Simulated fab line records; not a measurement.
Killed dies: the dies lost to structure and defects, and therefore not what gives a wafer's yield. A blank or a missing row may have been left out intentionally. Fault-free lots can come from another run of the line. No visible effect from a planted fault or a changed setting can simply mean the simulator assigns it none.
Comparing a struck lot with a sound one || flow gf180mcu || 22 out of 602 route steps
Sound: these wafers, L147.1, L147.3, L147.5. Struck: wafers L138.1, L138.3, L138.5. At the end, the cause is stated.
At each step with rows: each side's tool, then ch and its chambers, then its first start. Under that, the readings that differ: sound wafers || struck wafers || difference of the means || sigmas: that difference in standard deviations of wafers without a fault.
alike: readings whose means differ by less than 2 such deviations, and words and numbers that are the same on both sides. not compared: withheld readings, readings that some wafer has no value for, bounds like >300 that may hide the same value, and numbers for which the record gives no deviation and whose values overlap.
Wherever a step has rows on one side only, a row that says differs or no value, or a row with sigmas, the two part there. When numbers do not overlap yet have no deviation, they are printed without sigmas and do not part them. Lack of a reading on every wafer of one side parts them only where that side has two or more wafers.

first, 5 steps without rows for these wafers: GF_MVSD_COAT_02 (resist thk 3000 nm); GF_MVSD_SOFTBAKE_03; GF_MVSD_EXPOSE_04 (exposes mask MVSD, target cd 1000 nm); GF_MVSD_PEB_05; GF_MVSD_DEVELOP_06 (develop time 60 s).
GF_MVSD_OVL_MEAS_07:
  sound on overlay-02, day 9 07:17; struck on overlay-01, day 7 02:49
  alike: MVSD_OVL
then, 2 steps without rows for these wafers: GF_MVSD_IMPLANT_08; GF_MVSD_IMPLANT_09.
GF_MVSD_STRIP_10: strips in O2/N2.
  sound on plasmaAsher-04 ch 0,1, day 9 07:38; struck on plasmaAsher-01 ch 1, day 7 03:10
  alike: drypumpMotorCurrentA, heaterPowerW, n2FlowSccm, oesProductAu, stripTimeToEndpointS
  not compared: rfHoursCounterH
GF_MVSD_TW_MEAS_11:
  sound on filmMetro-03, day 9 07:44; struck on filmMetro-02, day 7 03:16
  alike: MVSD_TW
then, 2 steps without rows for these wafers: GF_MVPSD_DEHYDRATE_00 (time 60 s); GF_MVPSD_HMDS_01 (prime time 60 s).
GF_MVPSD_COAT_02: resist thk 3000 nm.
  sound on lithoTrack-02 ch 0, day 9 16:46; struck on lithoTrack-02 ch 0, day 7 10:43
{"reading": "model.coat_of_MVPSD_COAT_02.thkNm (nm)", "sound": "2997 2993 2993", "struck": "1118 1117 1115", "difference": -1878, "sigmas": ""}
  alike: spinSpeedRpm
then, 3 steps without rows for these wafers: GF_MVPSD_SOFTBAKE_03; GF_MVPSD_EXPOSE_04 (exposes mask MVPSD, target cd 1000 nm); GF_MVPSD_PEB_05.
GF_MVPSD_DEVELOP_06: develop time 60 s.
  sound on lithoTrack-02 ch 0; struck on lithoTrack-04 ch 0
{"reading": "model.coat_of_MVPSD_COAT_02.thkNm (nm)", "sound": "2996 2992 2992", "struck": "1117 1116 1114", "difference": -1878, "sigmas": ""}
GF_MVPSD_OVL_MEAS_07:
  sound on overlay-02, day 10 01:52; struck on overlay-01, day 7 19:02
  alike: MVPSD_OVL
then, 2 steps without rows for these wafers: GF_MVPSD_IMPLANT_08; GF_MVPSD_IMPLANT_09.
GF_MVPSD_STRIP_10: strips in O2/N2.
  sound on plasmaAsher-01 ch 0, day 10 02:11; struck on plasmaAsher-02 ch 0,1, day 7 19:23
{"reading": "stripTimeToEndpointS (s)", "sound": "36.91 36.87 36.87", "struck": "14.93 14.91 14.89", "difference": -21.97, "sigmas": "-99 or more"}
  alike: drypumpMotorCurrentA, heaterPowerW, n2FlowSccm, oesProductAu
  not compared: rfHoursCounterH
GF_MVPSD_TW_MEAS_11:
  sound on filmMetro-01, day 10 02:17; struck on filmMetro-03, day 7 19:29
  alike: MVPSD_TW

WHERE THEY PART
Only at GF_MVPSD_STRIP_10, as far as this record shows. Later steps at which nothing parts them and some readings are alike: GF_MVPSD_TW_MEAS_11.

WHY: whatever the simulator had introduced
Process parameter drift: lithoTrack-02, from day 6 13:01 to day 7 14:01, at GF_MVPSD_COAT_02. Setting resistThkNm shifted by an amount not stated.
